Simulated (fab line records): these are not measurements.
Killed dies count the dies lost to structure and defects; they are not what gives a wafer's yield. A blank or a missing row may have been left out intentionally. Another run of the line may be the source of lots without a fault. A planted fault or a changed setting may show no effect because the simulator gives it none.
What tool caused it? || flow gf180mcu || 14 lots with 42 wafers sampled at 4 steps, on a route of 602 steps

== WHAT EACH GAUGE READ, for each wafer ==
GF_TOP_METAL_CD_MEAS_14: the cd target is 440 nm.
{"lot": "L339", "measured": "day 28 03:16", "on": "cd-sem-01", "cd-nm (nm)": "442.1 442.6 443.1"}
{"lot": "L340", "measured": "day 28 12:05", "on": "cd-sem-01", "cd-nm (nm)": "441.2 439.1 438.1"}
{"lot": "L341", "measured": "day 28 14:49", "on": "cd-sem-01", "cd-nm (nm)": "437.1 439.1 438.7"}
{"lot": "L342", "measured": "day 29 05:35", "on": "cd-sem-01", "cd-nm (nm)": "443.3 442.7 441.8"}
{"lot": "L344", "measured": "day 29 19:14", "on": "cd-sem-01", "cd-nm (nm)": "440.6 439.1 441.9"}
{"lot": "L346", "measured": "day 30 08:02", "on": "cd-sem-01", "cd-nm (nm)": "436.4 438.7 437.8"}
{"lot": "L347", "measured": "day 30 10:46", "on": "cd-sem-02", "cd-nm (nm)": "445.2 442.7 442.0"}
{"lot": "L348", "measured": "day 30 14:13", "on": "cd-sem-02", "cd-nm (nm)": "442.6 441.9 444.7"}
{"lot": "L350", "measured": "day 31 15:43", "on": "cd-sem-01", "cd-nm (nm)": "440.9 436.7 438.6"}
{"lot": "L351", "measured": "day 31 15:55", "on": "cd-sem-02", "cd-nm (nm)": "439.2 441.1 440.6"}
{"lot": "L352", "measured": "day 31 21:31", "on": "cd-sem-01", "cd-nm (nm)": "436.3 435.8 437.8"}
{"lot": "L354", "measured": "day 32 06:22", "on": "cd-sem-01", "cd-nm (nm)": "437.5 437.3 438.4"}
{"lot": "L359", "measured": "day 33 14:13", "on": "cd-sem-01", "cd-nm (nm)": "436.4 438.0 437.2"}
{"lot": "L362", "measured": "day 34 04:56", "on": "cd-sem-01", "cd-nm (nm)": "436.4 437.4 435.0"}

== WHICH TOOL RAN EACH LOT (tool, then ch and the chambers of the sampled wafers, then the start) ==
{"lot": "L339", "GF_V4_CVD_23": "cvd-w-01 ch 0,1, day 24 13:01", "GF_TOP_METAL_SPUTTER_01": "pvd-sputter-03, day 27 07:14", "GF_TOP_METAL_SPUTTER_03": "pvd-sputter-03, day 27 07:19"}
{"lot": "L340", "GF_V4_CVD_23": "cvd-w-01 ch 0,1, day 24 21:49", "GF_TOP_METAL_SPUTTER_01": "pvd-sputter-03, day 27 16:37", "GF_TOP_METAL_SPUTTER_03": "pvd-sputter-03, day 27 16:42"}
{"lot": "L341", "GF_V4_CVD_23": "cvd-w-01 ch 1, day 25 01:08", "GF_TOP_METAL_SPUTTER_01": "pvd-sputter-02, day 27 19:13", "GF_TOP_METAL_SPUTTER_03": "pvd-sputter-02, day 27 19:17"}
{"lot": "L342", "GF_V4_CVD_23": "cvd-w-01 ch 0,1, day 25 16:10", "GF_TOP_METAL_SPUTTER_01": "pvd-sputter-03, day 28 10:43", "GF_TOP_METAL_SPUTTER_03": "pvd-sputter-03, day 28 10:47"}
{"lot": "L344", "GF_V4_CVD_23": "cvd-w-01 ch 0,1, day 26 08:19", "GF_TOP_METAL_SPUTTER_01": "pvd-sputter-03, day 28 23:49", "GF_TOP_METAL_SPUTTER_03": "pvd-sputter-03, day 28 23:53"}
{"lot": "L346", "GF_V4_CVD_23": "cvd-w-02 ch 0,1, day 26 21:37", "GF_TOP_METAL_SPUTTER_01": "pvd-sputter-03, day 29 13:17", "GF_TOP_METAL_SPUTTER_03": "pvd-sputter-03, day 29 13:21"}
{"lot": "L347", "GF_V4_CVD_23": "cvd-w-02 ch 0,1, day 27 00:25", "GF_TOP_METAL_SPUTTER_01": "pvd-sputter-04, day 29 15:52", "GF_TOP_METAL_SPUTTER_03": "pvd-sputter-04, day 29 15:57"}
{"lot": "L348", "GF_V4_CVD_23": "cvd-w-01 ch 0,1, day 27 07:16", "GF_TOP_METAL_SPUTTER_01": "pvd-sputter-04, day 29 19:56", "GF_TOP_METAL_SPUTTER_03": "pvd-sputter-04, day 29 20:00"}
{"lot": "L350", "GF_V4_CVD_23": "cvd-w-01 ch 0,1, day 28 09:49", "GF_TOP_METAL_SPUTTER_01": "pvd-sputter-02, day 30 22:35", "GF_TOP_METAL_SPUTTER_03": "pvd-sputter-02, day 30 22:40"}
{"lot": "L351", "GF_V4_CVD_23": "cvd-w-01 ch 0,1, day 28 10:12", "GF_TOP_METAL_SPUTTER_01": "pvd-sputter-04, day 30 22:56", "GF_TOP_METAL_SPUTTER_03": "pvd-sputter-04, day 30 23:01"}
{"lot": "L352", "GF_V4_CVD_23": "cvd-w-02 ch 0,1, day 28 16:53", "GF_TOP_METAL_SPUTTER_01": "pvd-sputter-04, day 31 04:49", "GF_TOP_METAL_SPUTTER_03": "pvd-sputter-04, day 31 04:53"}
{"lot": "L354", "GF_V4_CVD_23": "cvd-w-01 ch 0,1, day 29 02:01", "GF_TOP_METAL_SPUTTER_01": "pvd-sputter-04, day 31 13:37", "GF_TOP_METAL_SPUTTER_03": "pvd-sputter-04, day 31 13:42"}
{"lot": "L359", "GF_V4_CVD_23": "cvd-w-02 ch 1, day 30 14:52", "GF_TOP_METAL_SPUTTER_01": "pvd-sputter-02, day 32 22:41", "GF_TOP_METAL_SPUTTER_03": "pvd-sputter-02, day 32 22:46"}
{"lot": "L362", "GF_V4_CVD_23": "cvd-w-02 ch 0,1, day 31 09:07", "GF_TOP_METAL_SPUTTER_01": "pvd-sputter-03, day 33 14:05", "GF_TOP_METAL_SPUTTER_03": "pvd-sputter-03, day 33 14:09"}
- GF_V4_CVD_23: deposits W, target thk 350 nm, time 104.9 s.
- GF_TOP_METAL_SPUTTER_01: material TiN, target thk 30 nm, time 25 s.
- GF_TOP_METAL_SPUTTER_03: material Ti, target thk 5 nm, time 3.3 s.

== AS READ BY THE TOOLS THEMSELVES (means over the sampled wafers that have a number; for cases with no such wafer, the mark the record gives instead) ==
GF_V4_CVD_23.
{"lot": "L339", "tool": "cvd-w-01", "heater-power-w (W)": 864}
{"lot": "L340", "tool": "cvd-w-01", "heater-power-w (W)": 914}
{"lot": "L341", "tool": "cvd-w-01", "heater-power-w (W)": 943}
{"lot": "L342", "tool": "cvd-w-01", "heater-power-w (W)": 865}
{"lot": "L344", "tool": "cvd-w-01", "heater-power-w (W)": 870}
{"lot": "L346", "tool": "cvd-w-02", "heater-power-w (W)": 870}
{"lot": "L347", "tool": "cvd-w-02", "heater-power-w (W)": 857}
{"lot": "L348", "tool": "cvd-w-01", "heater-power-w (W)": 907}
{"lot": "L350", "tool": "cvd-w-01", "heater-power-w (W)": 906}
{"lot": "L351", "tool": "cvd-w-01", "heater-power-w (W)": 909}
{"lot": "L352", "tool": "cvd-w-02", "heater-power-w (W)": 864}
{"lot": "L354", "tool": "cvd-w-01", "heater-power-w (W)": 911}
{"lot": "L359", "tool": "cvd-w-02", "heater-power-w (W)": 839}
{"lot": "L362", "tool": "cvd-w-02", "heater-power-w (W)": 858}

GF_TOP_METAL_SPUTTER_01.
{"lot": "L339", "tool": "pvd-sputter-03", "throttle-valve-pct (%)": 31.0}
{"lot": "L340", "tool": "pvd-sputter-03", "throttle-valve-pct (%)": 31.4}
{"lot": "L341", "tool": "pvd-sputter-02", "throttle-valve-pct (%)": 29.1}
{"lot": "L342", "tool": "pvd-sputter-03", "throttle-valve-pct (%)": 30.9}
{"lot": "L344", "tool": "pvd-sputter-03", "throttle-valve-pct (%)": 31.4}
{"lot": "L346", "tool": "pvd-sputter-03", "throttle-valve-pct (%)": 30.1}
{"lot": "L347", "tool": "pvd-sputter-04", "throttle-valve-pct (%)": 28.5}
{"lot": "L348", "tool": "pvd-sputter-04", "throttle-valve-pct (%)": 29.9}
{"lot": "L350", "tool": "pvd-sputter-02", "throttle-valve-pct (%)": 29.7}
{"lot": "L351", "tool": "pvd-sputter-04", "throttle-valve-pct (%)": 31.9}
{"lot": "L352", "tool": "pvd-sputter-04", "throttle-valve-pct (%)": 29.6}
{"lot": "L354", "tool": "pvd-sputter-04", "throttle-valve-pct (%)": 29.5}
{"lot": "L359", "tool": "pvd-sputter-02", "throttle-valve-pct (%)": 28.8}
{"lot": "L362", "tool": "pvd-sputter-03", "throttle-valve-pct (%)": 30.7}

GF_TOP_METAL_SPUTTER_03.
{"lot": "L339", "tool": "pvd-sputter-03", "throttle-valve-pct (%)": 30.9}
{"lot": "L340", "tool": "pvd-sputter-03", "throttle-valve-pct (%)": 31.4}
{"lot": "L341", "tool": "pvd-sputter-02", "throttle-valve-pct (%)": 29.1}
{"lot": "L342", "tool": "pvd-sputter-03", "throttle-valve-pct (%)": 31.0}
{"lot": "L344", "tool": "pvd-sputter-03", "throttle-valve-pct (%)": 31.5}
{"lot": "L346", "tool": "pvd-sputter-03", "throttle-valve-pct (%)": 30.0}
{"lot": "L347", "tool": "pvd-sputter-04", "throttle-valve-pct (%)": 28.5}
{"lot": "L348", "tool": "pvd-sputter-04", "throttle-valve-pct (%)": 29.9}
{"lot": "L350", "tool": "pvd-sputter-02", "throttle-valve-pct (%)": 29.9}
{"lot": "L351", "tool": "pvd-sputter-04", "throttle-valve-pct (%)": 31.9}
{"lot": "L352", "tool": "pvd-sputter-04", "throttle-valve-pct (%)": 29.6}
{"lot": "L354", "tool": "pvd-sputter-04", "throttle-valve-pct (%)": 29.3}
{"lot": "L359", "tool": "pvd-sputter-02", "throttle-valve-pct (%)": 28.9}
{"lot": "L362", "tool": "pvd-sputter-03", "throttle-valve-pct (%)": 30.9}

== THE ANSWER, worked out from the rows above alone ==
Rule: the lots themselves supply what counts as usual. Put in order of their means at a reading, lots are off if they are a third of the lots or fewer, leave a main group of 4 or more, and stand apart from it by a gap of 3 or more times the standard deviation of the main group's means; of several such gaps the widest counts. Not used: any main group whose means are identical at the precision the tables above print for the reading. A lot without any number at a reading at which 4 lots or more have one is off too. Any other lot the step has rows for is counted as sound. First the gauges in route order, then the tools' own readings, where a lot's mean is used as printed above. At the first step where some lot is off, the reading lying furthest off is the one used; lots without a number count as furthest.
Across all readings shown, no lot is off: no conclusion can be drawn from this.

== WHAT THE SIMULATOR HAD INSERTED ==
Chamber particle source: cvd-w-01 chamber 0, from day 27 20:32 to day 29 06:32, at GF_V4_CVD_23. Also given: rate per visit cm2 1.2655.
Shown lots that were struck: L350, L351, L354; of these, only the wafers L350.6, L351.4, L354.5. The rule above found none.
